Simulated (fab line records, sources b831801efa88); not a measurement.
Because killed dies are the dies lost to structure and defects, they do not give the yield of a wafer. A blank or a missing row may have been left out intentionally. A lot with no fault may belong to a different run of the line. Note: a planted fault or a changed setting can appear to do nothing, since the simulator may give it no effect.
fab line records    flow gf180mcu
[record] lots = 10  wafers = 29  last-day = 34
route steps=602 shown TOP_METAL@569 PASSIVATION@588
lots with no fault: from the same line, run without faults
start-h: start of the lot's first displayed wafer, in hours after the record's first day    wait-h: time in hours since the lot's previous step    " unchanged from the row above    L1.1+2: a row that stands for several wafers    - either no value or no given start    * or withheld: withheld    < > ~ a bound
route shown NAME@n: NAME is a module with steps in the file, n the number in the route of the first one    usual: the fault-free wafers' mean and standard deviation    same: alike in all rows    chamber/n: place in a boat    sites: per-site readings    _std_site: their standard deviation    _edge_site: mean of outer sites minus mean of inner sites    radius-mm: for every site, how far away it sits from the centre of the wafer    mask NAME#n: copy n    behind: the tool/chamber that last shaped the wafer    hold: why the lot was held/for how many hours/how that ended    device: the transistor (n, p or np) that didn't switch    end of line: at the end of the route, the tests of the same wafers    where a step has no rows: the recipe by itself    killed: dies that structure and defects cost at the first sort, which is not the same as the wafer's yield    map: a wafer's dies, marking killed ones x, the rest . and places with no die _
set.NAME: the setting that was run; set.NAME@STEP: the one run at that earlier step    model.NAME: the simulator's own value behind a step, which no gauge read
a sample of lots followed through the steps of the route, with each step as a table and each wafer as a row
services: from which hour (start-h, from the record's first day; less than 0 if before it) a tool's chamber was out of use, for how many hours, and why
[[steps]]
[step GF_TOP_METAL_SPUTTER_02]
[recipe] material = AlCu  target-thk-nm = 900  power-w = 10600  chamber-pressure-pa = 0.3  substrate-temp-c = 250  gas = Ar  time-s = 47.82
[usual] cathode-dc-power-W = 10600/1.9  throttle-valve-pct = 29.8/0.87
lot.wafer  tool            chamber  start-h  wait-h  cathode-dc-power-W  throttle-valve-pct
L200.3     pvd-sputter-03  -        623.62   0.0     10596               30.1
L200.5     "               -        "        "       10600               30.4
L200.6     "               -        "        "       10603               30.2
L204.1     pvd-sputter-04  -        658.71   0.0     10597               27.5
L204.3     "               -        "        "       10604               28.3
L204.5     "               -        "        "       10601               28.6
L206.4     pvd-sputter-03  -        675.06   0.0     10597               29.9
L206.5     "               -        "        "       10601               30.0
L206.6     "               -        "        "       10600               30.9
L208.1     pvd-sputter-04  -        690.41   0.0     10604               30.8
L208.2     "               -        "        "       10601               28.4
L208.3     "               -        "        "       10598               27.4
L215.1     pvd-sputter-03  -        730.61   0.0     10597               29.7
L215.2     "               -        "        "       10599               30.1
L215.6     "               -        "        "       10601               29.9
L216.1     pvd-sputter-03  -        735.00   0.0     10601               30.9
L216.2     "               -        "        "       10599               30.1
L218.1     pvd-sputter-01  -        758.82   0.0     10599               29.4
L218.2     "               -        "        "       10598               30.8
L218.4     "               -        "        "       10598               29.0
L220.2     pvd-sputter-01  -        764.60   0.0     10603               29.3
L220.3     "               -        "        "       10602               29.9
L220.6     "               -        "        "       10600               29.6
L221.1     pvd-sputter-04  -        765.96   0.0     10601               27.7
L221.4     "               -        "        "       10599               30.7
L221.6     "               -        "        "       10599               27.2
L223.1     pvd-sputter-01  -        788.26   0.0     10598               29.0
L223.2     "               -        "        "       10597               30.7
L223.4     "               -        "        "       10601               29.3
[step GF_TOP_METAL_SPUTTER_04]
[recipe] material = TiN  target-thk-nm = 25  power-w = 6500  time-s = 20.8  chamber-pressure-pa = 0.4
[usual] cathode-dc-power-W = 6499.9/1  throttle-valve-pct = 29.8/0.86
lot.wafer  tool            chamber  start-h  wait-h  cathode-dc-power-W  throttle-valve-pct
L200.3     pvd-sputter-03  -        623.68   0.0     6498.3              30.0
L200.5     "               -        "        "       6500.7              29.9
L200.6     "               -        "        "       6498.3              30.3
L204.1     pvd-sputter-04  -        658.77   0.0     6501.8              27.6
L204.3     "               -        "        "       6499.3              28.2
L204.5     "               -        "        "       6499.7              28.5
L206.4     pvd-sputter-03  -        675.13   0.0     6497.8              30.2
L206.5     "               -        "        "       6501.0              30.2
L206.6     "               -        "        "       6500.1              30.7
L208.1     pvd-sputter-04  -        690.48   0.0     6499.1              30.8
L208.2     "               -        "        "       6498.9              28.4
L208.3     "               -        "        "       6500.2              27.6
L215.1     pvd-sputter-03  -        730.67   0.0     6500.1              29.7
L215.2     "               -        "        "       6501.0              29.9
L215.6     "               -        "        "       6499.9              29.9
L216.1     pvd-sputter-03  -        735.06   0.0     6499.4              31.2
L216.2     "               -        "        "       6498.8              29.8
L218.1     pvd-sputter-01  -        758.88   0.0     6501.1              29.5
L218.2     "               -        "        "       6500.0              30.6
L218.4     "               -        "        "       6500.4              28.7
L220.2     pvd-sputter-01  -        764.66   0.0     6499.7              29.7
L220.3     "               -        "        "       6501.9              29.6
L220.6     "               -        "        "       6498.4              29.7
L221.1     pvd-sputter-04  -        766.02   0.0     6499.4              27.5
L221.4     "               -        "        "       6500.4              30.6
L221.6     "               -        "        "       6499.4              27.6
L223.1     pvd-sputter-01  -        788.32   0.0     6500.2              28.7
L223.2     "               -        "        "       6499.8              30.5
L223.4     "               -        "        "       6501.7              29.3
[step GF_TOP_METAL_RS_MEAS_05]
[recipe] thk-meas-gauge = four-point-probe  reads = TiN_of_TOP_METAL_SPUTTER_04+Ti_of_TOP_METAL_SPUTTER_03+AlCu_of_TOP_METAL_SPUTTER_02+TiN_of_TOP_METAL_SPUTTER_01+Ti_of_TOP_METAL_SPUTTER_00
[usual] TOP_METAL_ALCU_RS = 0.0329/0.00033
lot.wafer  tool           chamber  start-h  wait-h  hold                      TOP_METAL_ALCU_RS[ohm/sq]
L200.3     film-metro-02  -        623.78   0.1     -                         0.0332
L200.5     "              -        "        "       -                         0.0328
L200.6     "              -        "        "       -                         0.0329
L204.1     film-metro-02  -        658.80   0.0     -                         0.0333
L204.3     "              -        "        "       -                         0.0330
L204.5     "              -        "        "       -                         0.0329
L206.4     film-metro-02  -        675.21   0.1     -                         0.0333
L206.5     "              -        "        "       -                         0.0332
L206.6     "              -        "        "       -                         0.0334
L208.1     film-metro-02  -        690.50   0.0     -                         0.0323
L208.2     "              -        "        "       -                         0.0323
L208.3     "              -        "        "       -                         0.0323
L215.1     film-metro-02  -        730.70   0.0     await-dispo/0.2h/release  0.0506
L215.2     "              -        "        "       await-dispo/0.2h/release  0.0500
L215.6     "              -        "        "       await-dispo/0.2h/release  0.0326
L215.1     film-metro-02  -        730.99   0.3     -                         0.0507
L215.2     "              -        "        "       -                         0.0501
L215.6     "              -        "        "       -                         0.0326
L216.1     film-metro-02  -        735.09   0.0     await-dispo/0.2h/release  0.0504
L216.2     "              -        "        "       await-dispo/0.2h/release  0.0506
L216.1     film-metro-02  -        735.37   0.3     -                         0.0506
L216.2     "              -        "        "       -                         0.0506
L218.1     film-metro-02  -        758.91   0.0     -                         0.0327
L218.2     "              -        "        "       -                         0.0326
L218.4     "              -        "        "       -                         0.0329
L220.2     film-metro-02  -        764.71   0.0     -                         0.0323
L220.3     "              -        "        "       -                         0.0326
L220.6     "              -        "        "       -                         0.0324
L221.1     film-metro-03  -        766.05   0.0     -                         0.0334
L221.4     "              -        "        "       -                         0.0333
L221.6     "              -        "        "       -                         0.0333
L223.1     film-metro-02  -        788.35   0.0     -                         0.0330
L223.2     "              -        "        "       -                         0.0330
L223.4     "              -        "        "       -                         0.0326
[step GF_TOP_METAL_THK_MEAS_06]
[recipe] thk-meas-gauge = xrf  reads = AlCu_of_TOP_METAL_SPUTTER_02
[usual] TOP_METAL_ALCU_THK = 880/9.6
lot.wafer  tool           chamber  start-h  wait-h  hold                      TOP_METAL_ALCU_THK[nm]
L200.3     film-metro-02  -        623.88   0.1     -                         863
L200.5     "              -        "        "       -                         875
L200.6     "              -        "        "       -                         872
L204.1     film-metro-02  -        658.92   0.1     -                         866
L204.3     "              -        "        "       -                         873
L204.5     "              -        "        "       -                         876
L206.4     film-metro-02  -        675.30   0.1     -                         868
L206.5     "              -        "        "       -                         870
L206.6     "              -        "        "       -                         865
L208.1     film-metro-02  -        690.62   0.1     -                         898
L208.2     "              -        "        "       -                         885
L208.3     "              -        "        "       -                         896
L215.1     film-metro-02  -        731.96   0.9     await-dispo/0.2h/release  573
L215.2     "              -        "        "       await-dispo/0.2h/release  580
L215.6     "              -        "        "       await-dispo/0.2h/release  881
L215.1     film-metro-02  -        732.23   0.3     -                         574
L215.2     "              -        "        "       -                         579
L215.6     "              -        "        "       -                         884
L216.1     film-metro-02  -        737.33   1.9     await-dispo/0.2h/release  573
L216.2     "              -        "        "       await-dispo/0.2h/release  573
L216.1     film-metro-02  -        737.64   0.3     -                         575
L216.2     "              -        "        "       -                         574
L218.1     film-metro-02  -        759.03   0.1     -                         884
L218.2     "              -        "        "       -                         888
L218.4     "              -        "        "       -                         883
L220.2     film-metro-02  -        764.82   0.1     -                         891
L220.3     "              -        "        "       -                         883
L220.6     "              -        "        "       -                         890
L221.1     film-metro-03  -        766.17   0.1     -                         869
L221.4     "              -        "        "       -                         874
L221.6     "              -        "        "       -                         875
L223.1     film-metro-02  -        788.47   0.1     -                         877
L223.2     "              -        "        "       -                         871
L223.4     "              -        "        "       -                         888
[step GF_TOP_METAL_METAL_ETCH_16]
[recipe] chemistry = Cl2/BCl3  mask-material = NOVOLAK  target-depth-nm = 1077.5  stop-on = SiO2  pressure-mtorr = 8  icp-w = 800  bias-w = 140  Cl2_flow_sccm = 80  bcl3-flow-sccm = 40  time-s = 179.6
[usual] drypump-motor-current-A = 5.6/0.38  oes-product-au = 0.964/0.0073  throttle-valve-pct = 28.260/0.011
lot.wafer  tool          chamber  start-h  wait-h  drypump-motor-current-A  oes-product-au  rf-hours-counter-h  throttle-valve-pct
L200.3     rie-metal-03  1        643.62   0.1     5.6                      0.962           -                   28.258
L200.5     "             0        "        "       5.3                      0.967           -                   28.254
L200.6     "             1        "        "       5.6                      0.963           -                   28.264
L204.1     rie-metal-03  1        677.91   0.0     5.6                      0.960           13                  28.253
L204.3     "             1        "        "       5.6                      0.973           -                   28.248
L204.5     "             1        "        "       5.6                      0.963           -                   28.249
L206.4     rie-metal-02  1        693.62   0.1     5.8                      0.964           -                   28.283
L206.5     "             1        "        "       5.8                      0.962           -                   28.262
L206.6     "             0        "        "       5.3                      0.951           -                   28.271
L208.1     rie-metal-04  0        708.76   0.0     6.3                      0.974           7                   28.235
L208.2     "             0        "        "       6.2                      0.962           -                   28.249
L208.3     "             0        "        "       6.2                      0.965           -                   28.261
L215.1     rie-metal-04  1        747.31   0.0     5.2                      0.788           1                   28.459
L215.2     "             0        "        "       6.3                      0.785           9                   28.457
L215.6     "             0        "        "       6.2                      0.965           -                   28.253
L216.1     rie-metal-03  0        755.41   0.0     5.3                      0.784           10                  28.459
L216.2     "             1        "        "       5.6                      0.787           1                   28.463
L218.1     rie-metal-04  1        774.89   0.0     5.2                      0.970           3                   28.261
L218.2     "             0        "        "       6.2                      0.967           10                  28.253
L218.4     "             0        "        "       6.2                      0.957           -                   28.257
L220.2     rie-metal-03  0        780.04   0.0     5.3                      0.970           12                  28.233
L220.3     "             1        "        "       5.6                      0.976           -                   28.254
L220.6     "             0        "        "       5.3                      0.963           -                   28.229
L221.1     rie-metal-02  1        780.66   0.0     5.8                      0.967           6                   28.253
L221.4     "             0        "        "       5.3                      0.959           -                   28.272
L221.6     "             0        "        "       5.3                      0.948           -                   28.265
L223.1     rie-metal-03  0        803.63   0.0     5.3                      0.966           13                  28.279
L223.2     "             1        "        "       5.6                      0.962           4                   28.245
L223.4     "             1        "        "       5.6                      0.965           -                   28.250
[step GF_TOP_METAL_STRIP_17]
[recipe] chemistry = O2/N2  power-w = 1400  pressure-mtorr = 1500  platen-temp-c = 250  o2-flow-sccm = 3000  n2-flow-sccm = 300  overash-fraction = 0.5
[usual] drypump-motor-current-A = 6.1/0.39  heater-power-w = 335/33  oes-product-au = 0.710/0.0044  strip-time-to-endpoint-s = 13.47/0.061
lot.wafer  tool             chamber  start-h  wait-h  drypump-motor-current-A  heater-power-w  oes-product-au  rf-hours-counter-h  strip-time-to-endpoint-s
L200.3     plasma-asher-03  1        643.77   0.1     5.6                      359             0.702           -                   13.40
L200.5     "                1        "        "       5.6                      361             0.715           -                   13.56
L200.6     "                0        "        "       6.3                      348             0.713           -                   13.48
L204.1     plasma-asher-01  0        678.08   0.1     6.4                      306             0.711           28                  13.37
L204.3     "                0        "        "       6.4                      304             0.715           -                   13.41
L204.5     "                1        "        "       6.1                      333             0.708           -                   13.37
L206.4     plasma-asher-01  0        693.77   0.1     6.4                      298             0.706           -                   13.48
L206.5     "                0        "        "       6.4                      304             0.715           -                   13.50
L206.6     "                1        "        "       6.1                      328             0.712           -                   13.41
L208.1     plasma-asher-03  0        709.11   0.3     6.4                      345             0.707           105                 13.46
L208.2     "                1        "        "       5.7                      350             0.715           105                 13.43
L208.3     "                1        "        "       5.6                      355             0.708           -                   13.37
L215.1     plasma-asher-01  1        747.48   0.1     6.1                      328             0.704           36                  13.50
L215.2     "                0        "        "       6.4                      296             0.710           36                  13.43
L215.6     "                0        "        "       6.4                      298             0.708           -                   13.49
L216.1     plasma-asher-01  0        755.69   0.2     6.4                      304             0.713           36                  13.48
L216.2     "                1        "        "       6.1                      336             0.713           36                  13.44
L218.1     plasma-asher-01  1        775.07   0.1     6.1                      344             0.708           38                  13.53
L218.2     "                0        "        "       6.4                      305             0.715           38                  13.49
L218.4     "                0        "        "       6.4                      296             0.710           -                   13.51
L220.2     plasma-asher-03  1        780.22   0.1     5.6                      338             0.710           4                   13.55
L220.3     "                0        "        "       6.3                      354             0.714           -                   13.52
L220.6     "                1        "        "       5.6                      352             0.705           -                   13.59
L221.1     plasma-asher-01  1        780.83   0.1     6.1                      325             0.708           39                  13.53
L221.4     "                0        "        "       6.4                      298             0.718           -                   13.40
L221.6     "                1        "        "       6.1                      338             0.716           -                   13.38
L223.1     plasma-asher-02  0        803.80   0.1     6.5                      388             0.701           72                  13.54
L223.2     "                1        "        "       5.5                      301             0.719           72                  13.50
L223.4     "                1        "        "       5.5                      308             0.710           -                   13.54
[step GF_PASSIVATION_THK_MEAS_01]
[recipe] reads = SiO2_of_PASSIVATION_CVD_00
[usual] PASSIVATION_CVD_00_THK = 1003/13
lot.wafer  tool           chamber  start-h  wait-h  PASSIVATION_CVD_00_THK[nm]
L200.3     film-metro-04  -        644.41   0.1     1009
L200.5     "              -        "        "       1018
L200.6     "              -        "        "       1012
L204.1     film-metro-03  -        678.76   0.0     996
L204.3     "              -        "        "       1004
L204.5     "              -        "        "       1022
L206.4     film-metro-04  -        694.38   0.0     1010
L206.5     "              -        "        "       1000
L206.6     "              -        "        "       1018
L208.1     film-metro-01  -        709.75   0.0     1015
L208.2     "              -        "        "       1012
L208.3     "              -        "        "       1016
L215.1     film-metro-04  -        748.44   0.0     992
L215.2     "              -        "        "       1006
L215.6     "              -        "        "       1003
L216.1     film-metro-01  -        757.32   0.0     995
L216.2     "              -        "        "       990
L218.1     film-metro-01  -        775.68   0.0     995
L218.2     "              -        "        "       981
L218.4     "              -        "        "       985
L220.2     film-metro-03  -        780.84   0.0     992
L220.3     "              -        "        "       990
L220.6     "              -        "        "       997
L221.1     film-metro-01  -        781.48   0.0     1017
L221.4     "              -        "        "       1014
L221.6     "              -        "        "       1018
L223.1     film-metro-01  -        804.41   0.0     996
L223.2     "              -        "        "       1005
L223.4     "              -        "        "       1010
[[services]]
tool             chamber  start-h  hours  kind
pvd-sputter-04   3        605.34   -      consumable-replace:kit
pvd-sputter-04   3        605.34   18.0   scheduled-down
pvd-sputter-04   3        605.34   18.0   vent-cycle
pvd-sputter-03   3        623.71   -      consumable-replace:kit
pvd-sputter-01   -        626.05   3.0    repair
rie-metal-03     -        630.10   1.4    pm
rie-metal-03     -        632.15   1.2    repair
pvd-sputter-04   -        665.72   1.5    repair
pvd-sputter-04   -        678.08   4.6    repair
plasma-asher-02  -        711.59   6.4    repair
pvd-sputter-04   -        717.31   0.8    repair
plasma-asher-03  -        727.07   4.1    repair
rie-metal-04     -        729.22   0.1    repair
pvd-sputter-01   -        730.43   13.4   repair
plasma-asher-03  -        733.75   9.0    pm
pvd-sputter-03   2        747.98   -      consumable-replace:kit
pvd-sputter-03   2        747.98   18.0   scheduled-down
pvd-sputter-03   2        747.98   18.0   vent-cycle
rie-metal-04     -        772.46   0.6    repair
plasma-asher-03  -        786.18   0.5    repair
rie-metal-03     1        791.94   10.2   repair
pvd-sputter-03   1        795.89   -      consumable-replace:kit
pvd-sputter-03   1        795.89   18.0   scheduled-down
pvd-sputter-03   1        795.89   18.0   vent-cycle
[[key]]
[first-sign] step = GF_TOP_METAL_RS_MEAS_05  reading = visit  direction = added
[effect] step = GF_TOP_METAL_RS_MEAS_05  reading = TOP_METAL_ALCU_RS  direction = up  sigmas = 53  usual = 0.0329  struck = 0.0504
[effect] step = GF_TOP_METAL_THK_MEAS_06  reading = visit  direction = added
[effect] step = GF_TOP_METAL_THK_MEAS_06  reading = TOP_METAL_ALCU_THK  direction = down  sigmas = 32  usual = 880  struck = 575
[effect] step = GF_TOP_METAL_METAL_ETCH_16  reading = oes-product-au  direction = down  sigmas = 24  usual = 0.964  struck = 0.786
met-at GF_TOP_METAL_SPUTTER_02
struck-lots L215,L216
struck-wafers L215.1,L215.2,L216.1,L216.2
not-acting-at GF_TOP_METAL_SPUTTER_04,GF_TOP_METAL_STRIP_17,GF_PASSIVATION_THK_MEAS_01
onset-between 675.06 730.61
[fault] kind = process-parameter-drift  tool = pvd-sputter-03  chamber = -  onset-h = 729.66  steps = GF_TOP_METAL_SPUTTER_02  channel = target-thk-nm  offset = -316.33  shape = step  end-h = 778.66  scope = struck-wafers-only  acts-in = these-recipes-only  stated = 900
